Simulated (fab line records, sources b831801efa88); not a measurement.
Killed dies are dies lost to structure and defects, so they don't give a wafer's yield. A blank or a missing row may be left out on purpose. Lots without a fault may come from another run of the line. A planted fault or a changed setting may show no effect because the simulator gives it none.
Which tool did it? | flow sky130 | 7 lots, 21 wafers sampled, at 3 steps of a route of 708

WHAT THE GAUGES READ, wafer by wafer
SKY_LDD_HVP_TW_MEAS_10.
lot  | measured     | on            | LDD_HVP_TW
L409 | day 22 07:43 | film_metro-03 | 456.2 457.5 455.5
L410 | day 23 05:10 | film_metro-04 | 459.7 458.4 461.7
L412 | day 23 19:13 | film_metro-02 | 456.0 452.5 452.9
L414 | day 24 18:14 | film_metro-03 | 458.9 459.7 456.1
L417 | day 25 14:31 | film_metro-03 | 458.2 457.4 456.1
L428 | day 29 04:05 | film_metro-02 | 29.9 30.0 30.0
L430 | day 29 13:53 | film_metro-02 | 454.8 453.2 454.7

WHICH TOOL RAN EACH LOT (tool, then ch and the chambers of the sampled wafers, then the start)
lot  | SKY_LDD_HVN_STRIP_09                 | SKY_LDD_HVP_STRIP_09
L409 | plasma_asher-01 ch 0,1, day 21 00:19 | plasma_asher-01 ch 0,1, day 22 07:38
L410 | plasma_asher-01 ch 0,1, day 21 21:49 | plasma_asher-01 ch 0,1, day 23 05:04
L412 | plasma_asher-01 ch 0,1, day 22 11:38 | plasma_asher-04 ch 0,1, day 23 19:07
L414 | plasma_asher-01 ch 0,1, day 23 11:39 | plasma_asher-02 ch 0,1, day 24 18:08
L417 | plasma_asher-02 ch 0,1, day 24 08:23 | plasma_asher-01 ch 0,1, day 25 14:25
L428 | plasma_asher-02 ch 0,1, day 28 03:03 | plasma_asher-01 ch 0,1, day 29 03:59
L430 | plasma_asher-03 ch 0,1, day 28 15:01 | plasma_asher-04 ch 0,1, day 29 13:47
- SKY_LDD_HVN_STRIP_09: strips in O2/N2.
- SKY_LDD_HVP_STRIP_09: strips in O2/N2.

THE ANSWER, worked out from the rows above alone
Rule: what is usual is taken from the lots themselves. Put in order of their means at a reading, lots are off if they are a third of the lots or fewer, leave a main group of 4 or more, and stand apart from it by a gap of 3 or more times the standard deviation of the main group's means; of several such gaps the widest counts. A main group whose means are all the same, to the digits that the tables above print for the reading, isn't used. A lot without any number at a reading at which 4 lots or more have one is off too. The other lots that the step has rows for count as sound.
Off: L428, at SKY_LDD_HVP_TW_MEAS_10 (LDD_HVP_TW). The main group: mean 456.6, standard deviation 2.1.
A tool fits if, at a process step before that reading, it ran every lot that is off, and no sound lot after the first of them. The gauges at SKY_LDD_HVP_TW_MEAS_10 are tried like those tools. Can't be told from this: 2 tools fit, plasma_asher-02 at SKY_LDD_HVN_STRIP_09, plasma_asher-01 at SKY_LDD_HVP_STRIP_09.

WHAT THE SIMULATOR HAD PUT IN
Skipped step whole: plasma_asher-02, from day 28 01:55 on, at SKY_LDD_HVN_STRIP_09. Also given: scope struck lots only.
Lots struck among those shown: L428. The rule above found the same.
